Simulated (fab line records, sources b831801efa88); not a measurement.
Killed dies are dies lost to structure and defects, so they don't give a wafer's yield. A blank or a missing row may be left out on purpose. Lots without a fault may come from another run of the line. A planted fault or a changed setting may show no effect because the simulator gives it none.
fab line records | flow sky130
record lots=5 wafers=15 last_day=50
route steps=708 shown NWELL@77 PWDE@84 VT_ADJUST_HVTP@85 PAD_OPEN@708
lots that met no fault: from a run of the same line without faults
start_h: hours from the record's first day to the start of the lot's first wafer shown | wait_h: hours since the lot's step before | " the same as in the row above | L1.1+2: a row that stands for several wafers | - no value, or no start given | * or withheld: withheld | < > ~ a bound
route shown NAME@n: a module of which the file shows steps, and the number in the route of the first | usual: mean/standard deviation of fault-free wafers | same: alike in all rows | chamber/n: place in a boat | sites: the reading at each site | _std_site: their standard deviation | _edge_site: outer sites' mean less inner sites' | radius_mm: how far each site lies from the wafer's centre | mask NAME#n: copy n | behind: the tool/chamber that last shaped the wafer | hold: why the lot was held/for how many hours/how that ended | device: the transistor (n, p or np) that didn't switch | end of line: the same wafers' tests at the end of the route | a step without rows: its recipe alone | killed: dies lost to structure and defects at the first sort, not the wafer's yield | map: a wafer's dies, x killed, . not, _ none there
set.NAME: the setting as run; set.NAME@STEP: as run at that earlier step | model.NAME: the simulator's own value behind a step, which no gauge read
lots at some steps of the route; a table a step, a row a wafer
services: from which hour (start_h, from the record's first day; less than 0 if before it) a tool's chamber was out of use, for how many hours, and why
## steps
# step SKY_NWELL_IMPLANT_24
# recipe species=B energy_kev=140 dose_cm2=9.2e+12 tilt_deg=withheld
# step SKY_NWELL_STRIP_25
# recipe chemistry=O2/N2 power_w=1400 pressure_mtorr=1500 platen_temp_c=withheld o2_flow_sccm=3000 n2_flow_sccm=300 overash_fraction=0.5
# usual drypump_motor_current_A=5.6/0.43 o2_flow_sccm=2999/7.9 oes_product_au=0.722/0.0047 strip_time_to_endpoint_s=36.94/0.1
# columns lot.wafer tool chamber start_h wait_h drypump_motor_current_A o2_flow_sccm oes_product_au rf_hours_counter_h strip_time_to_endpoint_s
L783.2 plasma_asher-01 1 130.48 0.1 5.7 3003 0.727 48 37.03
L783.4 " 1 " " 5.7 2995 0.711 - 36.93
L783.6 " 0 " " 5.9 2993 0.718 - 36.97
L791.1 plasma_asher-03 0 182.23 0.1 6.1 2991 0.718 7 36.88
L791.3 " 1 " " 5.0 2990 0.722 - 36.76
L791.4 " 0 " " 6.1 2981 0.725 - 36.78
L798.1 plasma_asher-01 0 225.03 0.1 5.9 3003 0.725 57 36.98
L798.4 " 1 " " 5.7 3000 0.720 - 37.01
L798.6 " 0 " " 5.9 3005 0.725 - 37.10
L800.2 plasma_asher-03 0 234.76 0.1 6.1 3014 0.716 13 36.98
L800.4 " 0 " " 6.2 2998 0.725 - 36.93
L800.6 " 1 " " 5.0 2989 0.721 - 36.88
L801.3 plasma_asher-01 0 241.88 0.1 5.8 3003 0.720 - 36.78
L801.4 " 1 " " 5.7 2992 0.721 - 36.88
L801.5 " 0 " " 5.9 2992 0.726 - 36.83
# step SKY_NWELL_TW_MEAS_26
# usual NWELL_2_TW=499/5.4
# columns lot.wafer tool chamber start_h wait_h NWELL_2_TW
L783.2 film_metro-04 - 130.59 0.1 492
L783.4 " - " " 492
L783.6 " - " " 496
L791.1 film_metro-01 - 182.33 0.1 491
L791.3 " - " " 493
L791.4 " - " " 494
L798.1 film_metro-01 - 225.13 0.1 494
L798.4 " - " " 494
L798.6 " - " " 498
L800.2 film_metro-01 - 234.87 0.1 495
L800.4 " - " " 495
L800.6 " - " " 493
L801.3 film_metro-04 - 241.96 0.1 496
L801.4 " - " " 493
L801.5 " - " " 493
# step SKY_NWELL_CLEAN_27
# recipe chemistry=SC1/SC2 mix=1:4:20 temp_c=70 time_s=150 dry=n2_spin
# step SKY_NWELL_RTA_28
# recipe temp_c=1050 time_s=30 idle_temp_c=650 ramp_up_c_per_s=150 ramp_down_c_per_s=90 ambient=N2
# usual anneal_temp_c_max=1054.0/0.81 lamp_power_pct=25.31/0.051 wafer_temp_C_max=1054.8/1.1
# columns lot.wafer tool chamber start_h wait_h anneal_temp_c_max lamp_power_pct wafer_temp_C_max
L783.2 rtp_anneal-02 0 130.71 0.0 1053.4 25.30 1055.2
L783.4 " 0 " " 1052.2 25.26 1055.1
L783.6 " 0 " " 1053.4 25.28 1054.8
L791.1 rtp_anneal-01 0 182.44 0.0 1053.6 25.35 1054.5
L791.3 " 0 " " 1054.6 25.44 1055.2
L791.4 " 0 " " 1054.4 25.29 1054.1
L798.1 rtp_anneal-01 0 225.24 0.0 1053.3 25.29 1056.6
L798.4 " 0 " " 1053.9 25.35 1056.2
L798.6 " 0 " " 1054.5 25.26 1055.4
L800.2 rtp_anneal-01 0 234.99 0.0 1053.5 25.40 1054.4
L800.4 " 0 " " 1054.1 25.38 1054.9
L800.6 " 0 " " 1053.7 25.32 1054.2
L801.3 rtp_anneal-02 0 242.09 0.0 1053.1 25.28 1053.8
L801.4 " 0 " " 1052.9 25.27 1053.7
L801.5 " 0 " " 1052.6 25.28 1055.9
# step SKY_NWELL_RS_MEAS_29
# recipe thk_meas_gauge=four-point-probe
# usual NWELL_RS=625.3/1.8
# columns lot.wafer tool chamber start_h wait_h NWELL_RS[ohm/sq]
L783.2 film_metro-03 - 130.81 0.1 622.1
L783.4 " - " " 623.4
L783.6 " - " " 622.6
L791.1 film_metro-04 - 182.54 0.1 627.0
L791.3 " - " " 624.0
L791.4 " - " " 624.4
L798.1 film_metro-04 - 225.34 0.1 624.7
L798.4 " - " " 627.5
L798.6 " - " " 627.5
L800.2 film_metro-01 - 235.14 0.1 626.8
L800.4 " - " " 624.9
L800.6 " - " " 625.1
L801.3 film_metro-03 - 242.20 0.1 623.8
L801.4 " - " " 625.1
L801.5 " - " " 624.7
# step SKY_NWELL_RS_MEAS_31
# recipe thk_meas_gauge=four-point-probe
# usual PWDE_RS=5279/15
# columns lot.wafer tool chamber start_h wait_h PWDE_RS[ohm/sq]
L783.2 film_metro-03 - 131.05 0.1 5274
L783.4 " - " " 5267
L783.6 " - " " 5268
L791.1 film_metro-04 - 182.78 0.1 5280
L791.3 " - " " 5281
L791.4 " - " " 5262
L798.1 film_metro-04 - 225.58 0.1 5297
L798.4 " - " " 5293
L798.6 " - " " 5294
L800.2 film_metro-01 - 235.38 0.1 5295
L800.4 " - " " 5316
L800.6 " - " " 5304
L801.3 film_metro-03 - 242.44 0.1 5277
L801.4 " - " " 5288
L801.5 " - " " 5282
# step SKY_VT_ADJUST_HVTP_DEHYDRATE_00
# recipe temp_c=200 time_s=60
# step SKY_VT_ADJUST_HVTP_HMDS_01
# recipe prime_time_s=60 prime_temp_c=120
# step SKY_VT_ADJUST_HVTP_COAT_02
# recipe resist=NOVOLAK spin_rpm=3000 resist_thk_nm=1140
# step SKY_VT_ADJUST_HVTP_SOFTBAKE_03
# recipe temp_c=90 time_s=60 resist=NOVOLAK
# step SKY_VT_ADJUST_HVTP_EXPOSE_04
# recipe mask_id=HVTPM na=0.6 source_shape=conventional sigma_outer=0.6 polarization=unpolarized target_cd_nm=380 dose_mj=140
# columns lot.wafer tool chamber start_h wait_h mask
L783.2+4+6 iline_stepper-02 0 140.78 - HVTPM#0
L791.1+3+4 iline_stepper-01 0 193.71 - HVN_STD_DERIVED#0
L798.1+4+6 iline_stepper-02 0 236.46 - HVTPM#0
L800.2+4+6 iline_stepper-02 0 246.83 - HVTPM#0
L801.3+4+5 iline_stepper-01 0 253.55 - HVTPM#0
# step SKY_VT_ADJUST_HVTP_PEB_05
# recipe temp_c=withheld time_s=* resist=NOVOLAK
# step SKY_VT_ADJUST_HVTP_DEVELOP_06
# recipe resist=NOVOLAK developer=TMAH develop_time_s=60 dev_temp_c=23
# step SKY_VT_ADJUST_HVTP_CD_MEAS_07
# recipe target_cd_nm=380
# usual cd_nm=380.9/2.8
# columns lot.wafer tool chamber start_h wait_h cd_nm
L783.2 cd_sem-01 - 150.51 0.1 383.7
L783.4 " - " " 381.5
L783.6 " - " " 382.2
L791.1 cd_sem-01 - 203.61 0.1 -
L791.3 " - " " -
L791.4 " - " " -
L798.1 cd_sem-02 - 247.41 0.1 380.8
L798.4 " - " " 381.6
L798.6 " - " " 382.1
L800.2 cd_sem-02 - 258.31 0.1 378.0
L800.4 " - " " 377.8
L800.6 " - " " 377.5
L801.3 cd_sem-02 - 266.25 0.1 375.8
L801.4 " - " " 377.2
L801.5 " - " " 378.8
# step SKY_VT_ADJUST_HVTP_OVL_MEAS_08
# usual VT_ADJUST_HVTP_OVL=0.0/1.1
# columns lot.wafer tool chamber start_h wait_h VT_ADJUST_HVTP_OVL[nm]
L783.2 overlay-02 - 150.61 0.1 0.1
L783.4 " - " " 0.2
L783.6 " - " " -0.6
L791.1 overlay-01 - 203.73 0.1 -
L791.3 " - " " -
L791.4 " - " " -
L798.1 overlay-01 - 247.53 0.1 -0.1
L798.4 " - " " 0.4
L798.6 " - " " -0.6
L800.2 overlay-02 - 258.41 0.1 -1.2
L800.4 " - " " -1.6
L800.6 " - " " -3.3
L801.3 overlay-01 - 266.34 0.1 0.3
L801.4 " - " " 1.3
L801.5 " - " " 1.5
# step SKY_VT_ADJUST_HVTP_IMPLANT_09
# recipe species=As energy_kev=150 dose_cm2=4.3e+12 tilt_deg=withheld
# step SKY_VT_ADJUST_HVTP_STRIP_10
# recipe chemistry=O2/N2 power_w=1400 pressure_mtorr=1500 platen_temp_c=withheld o2_flow_sccm=3000 n2_flow_sccm=300 overash_fraction=0.5
# usual drypump_motor_current_A=5.3/0.48 o2_flow_sccm=3000/7.5 oes_product_au=0.716/0.0047 strip_time_to_endpoint_s=14.17/0.038
# columns lot.wafer tool chamber start_h wait_h drypump_motor_current_A o2_flow_sccm oes_product_au rf_hours_counter_h strip_time_to_endpoint_s
L783.2 plasma_asher-03 0 150.79 0.1 6.1 2993 0.715 3 14.20
L783.4 " 1 " " 4.9 3002 0.716 - 14.17
L783.6 " 0 " " 6.1 3003 0.708 - 14.20
L791.1 plasma_asher-03 0 203.91 0.1 6.1 3022 0.714 9 14.17
L791.3 " 0 " " 6.1 2992 0.719 - 14.17
L791.4 " 1 " " 5.0 3001 0.707 - 14.17
L798.1 plasma_asher-02 1 247.71 0.1 4.8 2995 0.717 40 14.17
L798.4 " 0 " " 4.8 2996 0.718 - 14.15
L798.6 " 1 " " 4.9 3008 0.723 - 14.18
L800.2 plasma_asher-02 0 258.59 0.1 4.8 3003 0.706 41 14.21
L800.4 " 0 " " 4.8 3001 0.715 - 14.15
L800.6 " 1 " " 4.8 2986 0.716 - 14.18
L801.3 plasma_asher-03 1 266.55 0.1 5.0 2998 0.718 - 14.24
L801.4 " 0 " " 6.1 3004 0.715 - 14.19
L801.5 " 0 " " 6.1 3012 0.720 - 14.21
# step SKY_VT_ADJUST_HVTP_TW_MEAS_11
# usual VT_ADJUST_HVTP_TW=1368/12
# columns lot.wafer tool chamber start_h wait_h hold VT_ADJUST_HVTP_TW
L783.2 film_metro-02 - 150.90 0.1 - 1355
L783.4 " - " " - 1369
L783.6 " - " " - 1360
L791.1 film_metro-02 - 204.01 0.1 await_dispo/0.2h/release 30
L791.3 " - " " await_dispo/0.2h/release 30
L791.4 " - " " await_dispo/0.2h/release 30
L791.1 film_metro-02 - 204.24 0.2 - 30
L791.3 " - " " - 30
L791.4 " - " " - 30
L798.1 film_metro-02 - 247.81 0.1 - 1352
L798.4 " - " " - 1364
L798.6 " - " " - 1359
L800.2 film_metro-02 - 258.70 0.1 - 1349
L800.4 " - " " - 1363
L800.6 " - " " - 1351
L801.3 film_metro-03 - 266.63 0.1 - 1378
L801.4 " - " " - 1375
L801.5 " - " " - 1371
# step SKY_PAD_OPEN_PROBE_99
# usual defect_limited_yield=82.4/1.9 killed_at_M0_to_M3=43/7.5 killed_at_M4_up=3.3/1.9 killed_at_contacts=24/4.6 killed_at_front_end=16/4.9 killed_at_other=0.2/0.46 killed_dies=87/9.1 killed_on_rim=17/3.6 killed_open=47/7.4 killed_short=39/6.6 sort_bin_3_pad_short=0.9/0.43 sort_bin_5_function=10.3/1.4 sort_bin_6_memory=6.4/1.1 sort_n_pass=405/9.1 sort_yield_pct=82.4/1.9
# same gross_dies=492 killed_at_back_side=0 sort_bin_4_leakage[%]=0 sort_bin_8_speed[%]=0
# columns lot.wafer tool chamber start_h wait_h defect_limited_yield[%] killed_at_M0_to_M3 killed_at_M4_up killed_at_contacts killed_at_front_end killed_at_other killed_dies killed_on_rim killed_open killed_short sort_bin_3_pad_short[%] sort_bin_5_function[%] sort_bin_6_memory[%] sort_n_pass sort_yield_pct[%]
L783.2 prober-02 - 1102.49 0.1 85.4 40 3 19 10 0 72 19 38 32 0.6 9.6 4.5 420 85.4
L783.4 prober-02 - 1102.59 0.2 85.2 38 7 20 8 0 73 13 40 32 0.6 10.2 4.1 419 85.2
L783.6 prober-02 - 1102.69 0.2 85.2 38 2 20 13 0 73 15 40 30 1.0 8.3 5.5 419 85.2
L798.1 prober-01 - 1183.91 0.1 85.8 34 3 22 11 0 70 14 29 41 0.6 7.5 6.1 422 85.8
L798.4 prober-01 - 1184.06 0.2 82.9 32 4 33 15 0 84 21 46 38 2.0 9.6 5.5 408 82.9
L798.6 prober-01 - 1184.16 0.2 85.0 27 5 33 9 0 74 15 37 37 0.8 8.5 5.7 418 85.0
L800.2 prober-02 - 1189.43 0.1 81.9 49 4 24 12 0 89 22 46 43 1.6 10.4 6.1 403 81.9
L800.4 prober-02 - 1189.53 0.2 82.1 43 5 19 21 0 88 18 40 48 0.6 11.6 5.7 404 82.1
L800.6 prober-02 - 1189.63 0.2 81.3 50 3 18 20 1 92 17 45 47 0.4 10.8 7.5 400 81.3
L801.3 prober-01 - 1190.40 0.2 85.6 29 2 25 15 0 71 15 32 39 1.4 7.7 5.3 421 85.6
L801.4 prober-01 - 1190.45 0.2 82.7 36 1 33 15 0 85 17 47 38 0.4 11.4 5.5 407 82.7
L801.5 prober-01 - 1190.50 0.2 82.7 37 7 28 13 0 85 17 40 44 1.6 10.0 5.7 407 82.7
# killed by level:class
L783.2 VIA1:geometric_particle:open=8 LI_CONTACT:geometric_particle:open=7 METAL1:geometric_particle:short=7 CONTACT:geometric_particle:open=6 VIA1:geometric_particle:short=5 VIA2:geometric_particle:open=5 METAL3:geometric_particle:short=4 FIELD_ISO:geometric_particle:short=3
L783.4 VIA1:geometric_particle:open=12 CONTACT:geometric_particle:open=7 METAL1:geometric_particle:short=7 LI_CONTACT:geometric_particle:open=6 METAL2:geometric_particle:short=5 LOCAL_INTERCONNECT:geometric_particle:short=4 METAL4:geometric_particle:short=4 FIELD_ISO:geometric_particle:open=3
L783.6 VIA1:geometric_particle:open=11 CONTACT:geometric_particle:open=7 VIA2:geometric_particle:open=7 VIA3:geometric_particle:open=5 FIELD_ISO:geometric_particle:short=4 LOCAL_INTERCONNECT:geometric_particle:short=4 LI_CONTACT:geometric_particle:open=4 METAL1:geometric_particle:short=4
L798.1 CONTACT:geometric_particle:open=9 METAL1:geometric_particle:short=6 CONTACT:geometric_particle:short=5 VIA1:geometric_particle:open=5 METAL2:geometric_particle:short=5 VIA3:geometric_particle:open=4 LOCAL_INTERCONNECT:geometric_particle:short=4 POLY_GATE:geometric_particle:short=3
L798.4 CONTACT:geometric_particle:open=15 VIA1:geometric_particle:open=8 LI_CONTACT:geometric_particle:open=7 CONTACT:geometric_particle:short=7 VIA3:geometric_particle:short=6 POLY_GATE:geometric_particle:short=5 METAL2:geometric_particle:short=5 METAL1:geometric_particle:short=4
L798.6 CONTACT:geometric_particle:open=11 LOCAL_INTERCONNECT:geometric_particle:short=7 METAL1:geometric_particle:short=6 FIELD_ISO:geometric_particle:open=4 LI_CONTACT:geometric_particle:short=4 LI_CONTACT:geometric_particle:open=4 CONTACT:geometric_particle:short=4 VIA1:geometric_particle:open=4
L800.2 VIA1:geometric_particle:open=12 LI_CONTACT:geometric_particle:open=8 VIA1:geometric_particle:short=7 METAL2:geometric_particle:short=7 VIA3:geometric_particle:open=6 CONTACT:geometric_particle:open=6 FIELD_ISO:geometric_particle:open=5 CONTACT:geometric_particle:short=5
L800.4 METAL1:geometric_particle:short=9 VIA1:geometric_particle:open=7 FIELD_ISO:geometric_particle:short=6 FIELD_ISO:geometric_particle:open=6 POLY_GATE:geometric_particle:short=6 CONTACT:geometric_particle:open=6 METAL2:geometric_particle:short=6 VIA3:geometric_particle:open=6
L800.6 VIA2:geometric_particle:open=9 VIA3:geometric_particle:open=8 METAL2:geometric_particle:short=7 VIA1:geometric_particle:short=7 FIELD_ISO:geometric_particle:short=5 CONTACT:geometric_particle:open=5 FIELD_ISO:geometric_particle:open=5 VIA1:geometric_particle:open=5
L801.3 CONTACT:geometric_particle:open=11 FIELD_ISO:geometric_particle:short=7 VIA1:geometric_particle:open=6 LI_CONTACT:geometric_particle:open=5 CONTACT:geometric_particle:short=5 VIA1:geometric_particle:short=4 LOCAL_INTERCONNECT:geometric_particle:short=4 METAL1:geometric_particle:short=4
L801.4 CONTACT:geometric_particle:open=11 VIA1:geometric_particle:open=11 FIELD_ISO:geometric_particle:open=7 LI_CONTACT:geometric_particle:open=7 LOCAL_INTERCONNECT:geometric_particle:short=5 CONTACT:geometric_particle:short=5 VIA2:geometric_particle:short=5 VIA1:geometric_particle:short=4
L801.5 CONTACT:geometric_particle:open=9 METAL1:geometric_particle:short=7 VIA1:geometric_particle:open=6 METAL4:geometric_particle:short=6 LI_CONTACT:geometric_particle:open=5 LOCAL_INTERCONNECT:geometric_particle:short=5 CONTACT:geometric_particle:short=5 VIA3:geometric_particle:open=5
## services
# columns tool chamber start_h hours kind
plasma_asher-03 - 108.75 9.0 pm
plasma_asher-03 0 108.75 9.0 vent_cycle
plasma_asher-03 1 108.75 9.0 vent_cycle
plasma_asher-02 - 109.82 14.6 pm
plasma_asher-03 0 117.75 - clean
plasma_asher-03 1 117.75 - clean
iline_stepper-02 - 152.03 - consumable_replace:lamp
iline_stepper-02 0 160.47 - calibration
iline_stepper-01 - 168.76 1.7 pm
plasma_asher-01 - 172.65 14.6 pm
iline_stepper-02 - 201.23 1.7 pm
plasma_asher-02 - 206.37 21.0 repair
plasma_asher-03 - 212.21 0.8 repair
plasma_asher-01 - 225.24 1.5 repair
plasma_asher-02 - 227.35 12.8 pm
plasma_asher-02 - 260.84 16.8 repair
iline_stepper-01 - 261.53 13.3 repair
iline_stepper-01 0 264.81 - calibration
## key
first_sign step=SKY_VT_ADJUST_HVTP_EXPOSE_04 reading=mask direction=changed
effect step=SKY_VT_ADJUST_HVTP_CD_MEAS_07 reading=cd_nm direction=missing
effect step=SKY_VT_ADJUST_HVTP_OVL_MEAS_08 reading=VT_ADJUST_HVTP_OVL direction=missing
effect step=SKY_VT_ADJUST_HVTP_TW_MEAS_11 reading=visit direction=added
effect step=SKY_VT_ADJUST_HVTP_TW_MEAS_11 reading=VT_ADJUST_HVTP_TW direction=down sigmas=99+ usual=1368 struck=30
met_at SKY_VT_ADJUST_HVTP_EXPOSE_04
struck_wafers L791.1,L791.3,L791.4
scrapped_behind SKY_VT_ADJUST_HVTP_TW_MEAS_11 L791.1,L791.3,L791.4
fault kind=wrong_mask tool=any chamber=- onset_h=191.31 steps=SKY_VT_ADJUST_HVTP_EXPOSE_04 aux_copy=HVN_STD_DERIVED#0 scope=struck_lots_only
